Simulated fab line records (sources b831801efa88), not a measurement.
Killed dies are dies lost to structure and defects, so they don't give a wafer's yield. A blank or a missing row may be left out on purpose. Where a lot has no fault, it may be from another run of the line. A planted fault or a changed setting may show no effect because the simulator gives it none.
fab line records + flow sky130 + part 2 of 2: steps 26 to 32 of 32
record
- lots=5
- wafers=15
- last-day=49
route steps=708 shown VIA1@473 METAL2@483
lots untouched by any fault: they come from a run of this same line in which no faults occurred
start-h: hours from the record's first day to the start of the lot's first wafer shown + wait-h: hours elapsed since this lot's preceding step + " same as the row above + L1.1+2: a single row standing in for several wafers + - no value, or no start was given + * or withheld: withheld + < > ~ a bound
route shown NAME@n: a module of which the file shows steps, and the number in the route of the first + usual: the fault-free wafers' mean and standard deviation + same: alike in all rows + chamber/n: place in a boat + sites: the reading at each site + _std_site: the standard deviation of these + _edge_site: outer sites' mean less inner sites' + radius-mm: how far each site lies from the wafer's centre + mask NAME#n: copy n + behind: the last tool/chamber to shape the wafer + hold: the reason the lot was held/the length of the hold in hours/how it ended + device: the n, p or np transistor that did not switch + end of line: the same wafers' tests at the end of the route + a step without rows: its recipe alone + killed: dies lost to structure and defects at the first sort, not the wafer's yield + map: the dies of a wafer, with x for killed, . for not killed, _ for no die there
set.NAME: the setting as run; set.NAME@STEP: as run at that earlier step + model.NAME: the simulator's own value behind a step, which no gauge read
certain route steps with their lots: each step a table, each wafer a row
services: the hour from which a tool's chamber was out of use, counted from the record's first day as start-h (under 0 if before that day), plus the number of hours and why
## steps
# step SKY_METAL2_CD_MEAS_15
# recipe
- target-cd-nm=140
# usual
- cd-nm=140.4/1.3
| lot.wafer | tool      | chamber | start-h | wait-h | cd-nm |
|-----------|-----------|---------|---------|--------|-------|
| L082.2    | cd-sem-01 | -       | 875.58  | -      | 139.8 |
| L082.3    | "         | -       | "       | "      | 139.0 |
| L082.4    | "         | -       | "       | "      | 138.3 |
| L085.2    | cd-sem-01 | -       | 909.08  | -      | 140.3 |
| L085.3    | "         | -       | "       | "      | 140.7 |
| L085.6    | "         | -       | "       | "      | 141.2 |
| L088.1    | cd-sem-02 | -       | 924.86  | -      | 140.9 |
| L088.2    | "         | -       | "       | "      | 140.5 |
| L088.3    | "         | -       | "       | "      | 140.2 |
| L091.1    | cd-sem-01 | -       | 939.36  | -      | 140.7 |
| L091.2    | "         | -       | "       | "      | 139.6 |
| L091.4    | "         | -       | "       | "      | 138.9 |
| L095.1    | cd-sem-02 | -       | 970.49  | -      | 140.4 |
| L095.3    | "         | -       | "       | "      | 139.3 |
| L095.4    | "         | -       | "       | "      | 140.7 |
# step SKY_METAL2_OVL_MEAS_16
# usual
- METAL2_OVL=-6/5.2
| lot.wafer | tool       | chamber | start-h | wait-h | METAL2_OVL[nm] |
|-----------|------------|---------|---------|--------|----------------|
| L082.2    | overlay-01 | -       | 875.68  | 0.1    | -5             |
| L082.3    | "          | -       | "       | "      | -6             |
| L082.4    | "          | -       | "       | "      | -7             |
| L085.2    | overlay-02 | -       | 909.18  | 0.1    | -10            |
| L085.3    | "          | -       | "       | "      | -18            |
| L085.6    | "          | -       | "       | "      | -14            |
| L088.1    | overlay-02 | -       | 924.98  | 0.1    | -12            |
| L088.2    | "          | -       | "       | "      | -13            |
| L088.3    | "          | -       | "       | "      | -16            |
| L091.1    | overlay-02 | -       | 939.48  | 0.1    | -8             |
| L091.2    | "          | -       | "       | "      | -7             |
| L091.4    | "          | -       | "       | "      | -2             |
| L095.1    | overlay-01 | -       | 970.61  | 0.1    | -7             |
| L095.3    | "          | -       | "       | "      | -10            |
| L095.4    | "          | -       | "       | "      | 0              |
# step SKY_METAL2_DESCUM_17
# recipe
- chemistry=O2
- source-power-w=150
- bias-power-w=0
- pressure-mtorr=10
- temp-c=40
- time-s=8
# usual
- drypump-motor-current-A=5.7/0.5
- oes-product-au=0.999/0.0089
- rf-fwd-power-W=146.8/0.58
| lot.wafer | tool         | chamber | start-h | wait-h | drypump-motor-current-A | oes-product-au | rf-fwd-power-W | rf-hours-counter-h |
|-----------|--------------|---------|---------|--------|-------------------------|----------------|----------------|--------------------|
| L082.2    | rie-metal-02 | 1       | 875.71  | 0.0    | 6.2                     | 1.005          | 147.0          | 2                  |
| L082.3    | "            | 1       | "       | "      | 6.2                     | 0.993          | 146.7          | -                  |
| L082.4    | "            | 0       | "       | "      | 5.7                     | 1.007          | 146.1          | -                  |
| L085.2    | rie-metal-02 | 0       | 909.21  | 0.0    | 5.7                     | 1.000          | 146.7          | 6                  |
| L085.3    | "            | 0       | "       | "      | 5.7                     | 1.002          | 145.7          | -                  |
| L085.6    | "            | 1       | "       | "      | 6.2                     | 1.002          | 147.6          | -                  |
| L088.1    | rie-metal-04 | 1       | 925.01  | 0.0    | 5.4                     | 0.988          | 146.3          | 12                 |
| L088.2    | "            | 1       | "       | "      | 5.4                     | 0.986          | 146.9          | -                  |
| L088.3    | "            | 1       | "       | "      | 5.4                     | 0.989          | 146.9          | -                  |
| L091.1    | rie-metal-04 | 1       | 939.51  | 0.0    | 5.3                     | 1.008          | 146.3          | 14                 |
| L091.2    | "            | 0       | "       | "      | 4.9                     | 1.009          | 146.8          | 0                  |
| L091.4    | "            | 0       | "       | "      | 4.9                     | 1.006          | 146.7          | -                  |
| L095.1    | rie-metal-02 | 0       | 970.65  | 0.0    | 5.7                     | 1.009          | 146.3          | 10                 |
| L095.3    | "            | 1       | "       | "      | 6.2                     | 1.007          | 147.4          | -                  |
| L095.4    | "            | 0       | "       | "      | 5.7                     | 1.004          | 146.6          | -                  |
# step SKY_METAL2_ETCH_18
# recipe
- chemistry=N2/H2
- target=BARC
- ion-energy-ev=200
- bias-w=100
- pressure-mtorr=30
- n2-flow-sccm=100
- h2-flow-sccm=200
- icp-w=500
- stop-on=SiO2
- time-s=45.9
- target-depth-a=600
# usual
- drypump-motor-current-A=5.8/0.5
- oes-product-au=0.855/0.0047
- rf-fwd-power-W=494.4/2.1
- throttle-valve-pct=13.225/0.0094
| lot.wafer | tool         | chamber | start-h | wait-h | drypump-motor-current-A | oes-product-au | rf-fwd-power-W | rf-hours-counter-h | throttle-valve-pct |
|-----------|--------------|---------|---------|--------|-------------------------|----------------|----------------|--------------------|--------------------|
| L082.2    | rie-metal-02 | 1       | 875.74  | 0.0    | 6.3                     | 0.853          | 493.3          | 2                  | 13.217             |
| L082.3    | "            | 1       | "       | "      | 6.2                     | 0.857          | 493.8          | -                  | 13.226             |
| L082.4    | "            | 0       | "       | "      | 5.7                     | 0.862          | 494.8          | -                  | 13.228             |
| L085.2    | rie-metal-02 | 0       | 909.24  | 0.0    | 5.7                     | 0.859          | 492.1          | 6                  | 13.225             |
| L085.3    | "            | 0       | "       | "      | 5.7                     | 0.858          | 492.9          | -                  | 13.217             |
| L085.6    | "            | 1       | "       | "      | 6.3                     | 0.857          | 496.3          | -                  | 13.218             |
| L088.1    | rie-metal-04 | 1       | 925.08  | 0.1    | 5.3                     | 0.851          | 497.5          | 12                 | 13.236             |
| L088.2    | "            | 1       | "       | "      | 5.3                     | 0.846          | 497.7          | -                  | 13.205             |
| L088.3    | "            | 1       | "       | "      | 5.4                     | 0.853          | 496.9          | -                  | 13.248             |
| L091.1    | rie-metal-04 | 1       | 939.54  | 0.0    | 5.3                     | 0.853          | 497.4          | 14                 | 13.249             |
| L091.2    | "            | 0       | "       | "      | 4.9                     | 0.858          | 492.7          | 0                  | 13.222             |
| L091.4    | "            | 0       | "       | "      | 5.0                     | 0.857          | 493.9          | -                  | 13.211             |
| L095.1    | rie-metal-02 | 0       | 970.68  | 0.0    | 5.7                     | 0.859          | 495.6          | 10                 | 13.229             |
| L095.3    | "            | 1       | "       | "      | 6.2                     | 0.847          | 493.1          | -                  | 13.212             |
| L095.4    | "            | 0       | "       | "      | 5.7                     | 0.858          | 493.3          | -                  | 13.221             |
# step SKY_METAL2_METAL_ETCH_19
# recipe
- target-depth-a=3600
- stop-on=SiO2
- over-etch-frac=0.3
- time-s=78
- chemistry=Cl2/BCl3
- resist-sidewall-deg=88
- pressure-mtorr=10
- icp-w=900
- bias-w=48.5
- Cl2_flow_sccm=60
- bcl3-flow-sccm=30
# usual
- drypump-motor-current-A=5.7/0.5
- oes-product-au=0.855/0.0063
- rf-fwd-power-W=892/3.3
- throttle-valve-pct=22.264/0.0091
| lot.wafer | tool         | chamber | start-h | wait-h | drypump-motor-current-A | oes-product-au | rf-fwd-power-W | rf-hours-counter-h | throttle-valve-pct |
|-----------|--------------|---------|---------|--------|-------------------------|----------------|----------------|--------------------|--------------------|
| L082.2    | rie-metal-02 | 1       | 875.81  | 0.0    | 6.2                     | 0.856          | 894            | 2                  | 22.266             |
| L082.3    | "            | 1       | "       | "      | 6.2                     | 0.857          | 893            | -                  | 22.270             |
| L082.4    | "            | 0       | "       | "      | 5.7                     | 0.853          | 890            | -                  | 22.271             |
| L085.2    | rie-metal-02 | 0       | 909.31  | 0.0    | 5.7                     | 0.856          | 889            | 6                  | 22.269             |
| L085.3    | "            | 0       | "       | "      | 5.7                     | 0.851          | 885            | -                  | 22.259             |
| L085.6    | "            | 1       | "       | "      | 6.2                     | 0.853          | 893            | -                  | 22.269             |
| L088.1    | rie-metal-04 | 1       | 925.20  | 0.1    | 5.3                     | 0.856          | 894            | 12                 | 22.288             |
| L088.2    | "            | 1       | "       | "      | 5.3                     | 0.855          | 894            | -                  | 22.276             |
| L088.3    | "            | 1       | "       | "      | 5.3                     | 0.846          | 897            | -                  | 22.274             |
| L091.1    | rie-metal-04 | 1       | 939.61  | 0.0    | 5.4                     | 0.858          | 896            | 14                 | 22.269             |
| L091.2    | "            | 0       | "       | "      | 4.9                     | 0.857          | 892            | 0                  | 22.271             |
| L091.4    | "            | 0       | "       | "      | 4.9                     | 0.857          | 898            | -                  | 22.253             |
| L095.1    | rie-metal-02 | 0       | 970.74  | 0.0    | 5.7                     | 0.869          | 887            | 10                 | 22.260             |
| L095.3    | "            | 1       | "       | "      | 6.2                     | 0.859          | 893            | -                  | 22.272             |
| L095.4    | "            | 0       | "       | "      | 5.7                     | 0.851          | 893            | -                  | 22.256             |
# step SKY_METAL2_STRIP_20
# recipe
- chemistry=O2/N2
- power-w=1400
- pressure-mtorr=1500
- platen-temp-c=withheld
- o2-flow-sccm=3000
- n2-flow-sccm=300
- overash-fraction=0.5
# usual
- drypump-motor-current-A=5.7/0.53
- oes-product-au=0.344/0.0046
- strip-time-to-endpoint-s=2.71/0.038
| lot.wafer | tool            | chamber | start-h | wait-h | drypump-motor-current-A | oes-product-au | rf-hours-counter-h | strip-time-to-endpoint-s |
|-----------|-----------------|---------|---------|--------|-------------------------|----------------|--------------------|--------------------------|
| L082.2    | plasma-asher-03 | 0       | 875.90  | 0.1    | 5.2                     | 0.344          | 74                 | 2.67                     |
| L082.3    | "               | 0       | "       | "      | 5.2                     | 0.342          | -                  | 2.66                     |
| L082.4    | "               | 1       | "       | "      | 6.5                     | 0.341          | -                  | 2.64                     |
| L085.2    | plasma-asher-02 | 1       | 909.40  | 0.1    | 5.2                     | 0.343          | 47                 | 2.68                     |
| L085.3    | "               | 1       | "       | "      | 5.1                     | 0.339          | -                  | 2.68                     |
| L085.6    | "               | 0       | "       | "      | 6.0                     | 0.341          | -                  | 2.71                     |
| L088.1    | plasma-asher-02 | 0       | 925.38  | 0.1    | 6.1                     | 0.350          | 49                 | 2.76                     |
| L088.2    | "               | 1       | "       | "      | 5.1                     | 0.351          | 49                 | 2.74                     |
| L088.3    | "               | 1       | "       | "      | 5.1                     | 0.344          | -                  | 2.72                     |
| L091.1    | plasma-asher-04 | 1       | 939.70  | 0.1    | 5.2                     | 0.347          | 114                | 2.72                     |
| L091.2    | "               | 0       | "       | "      | 6.1                     | 0.341          | 114                | 2.65                     |
| L091.4    | "               | 1       | "       | "      | 5.2                     | 0.335          | -                  | 2.65                     |
| L095.1    | plasma-asher-04 | 0       | 970.83  | 0.1    | 6.1                     | 0.346          | 117                | 2.68                     |
| L095.3    | "               | 1       | "       | "      | 5.2                     | 0.340          | -                  | 2.76                     |
| L095.4    | "               | 0       | "       | "      | 6.1                     | 0.343          | -                  | 2.72                     |
# step SKY_METAL2_STRIP_21
# recipe
- chemistry=post-etch-residue-remover
- time-s=1200
- temp-c=72.5
| lot.wafer  | tool         | chamber | start-h | wait-h |
|------------|--------------|---------|---------|--------|
| L082.2+3+4 | wet-bench-03 | 1       | 876.00  | 0.1    |
| L085.2+3+6 | wet-bench-04 | 0       | 909.50  | 0.1    |
| L088.1+2+3 | wet-bench-01 | 2       | 925.48  | 0.1    |
| L091.1+2+4 | wet-bench-04 | 1       | 939.80  | 0.1    |
| L095.1+3+4 | wet-bench-03 | 1       | 970.93  | 0.1    |
## services
| tool            | chamber | start-h | hours | kind   |
|-----------------|---------|---------|-------|--------|
| rie-diel-04     | 3       | 823.25  | 2.8   | repair |
| rie-diel-04     | 2       | 825.06  | 14.3  | repair |
| rie-metal-04    | -       | 832.26  | 0.5   | repair |
| rie-diel-04     | 1       | 840.37  | 1.3   | repair |
| pvd-sputter-03  | -       | 845.99  | 1.8   | repair |
| plasma-asher-04 | -       | 846.12  | 0.6   | repair |
| pvd-sputter-04  | -       | 849.94  | 0.6   | repair |
| pvd-sputter-03  | -       | 860.65  | 6.5   | repair |
| rie-diel-04     | 2       | 865.47  | 2.0   | repair |
| krf-scanner-01  | -       | 866.28  | 1.3   | pm     |
| krf-scanner-01  | -       | 872.72  | 0.7   | repair |
| wet-bench-01    | -       | 874.46  | 3.3   | repair |
| pvd-sputter-02  | -       | 874.80  | 1.0   | repair |
| plasma-asher-02 | -       | 895.01  | 2.8   | pm     |
| krf-scanner-01  | -       | 900.66  | 0.8   | pm     |
| cmp-01          | -       | 907.10  | 2.2   | repair |
| pvd-sputter-03  | -       | 915.60  | 8.7   | repair |
| plasma-asher-02 | -       | 918.88  | 0.4   | repair |
| krf-scanner-01  | -       | 927.16  | 0.8   | pm     |
| plasma-asher-02 | -       | 928.85  | 5.6   | repair |
| cvd-w-01        | -       | 935.77  | 5.5   | repair |
| krf-scanner-01  | -       | 950.00  | 4.0   | pm     |
| pvd-sputter-02  | -       | 951.32  | 1.3   | repair |
| rie-metal-04    | 1       | 962.81  | 13.1  | repair |
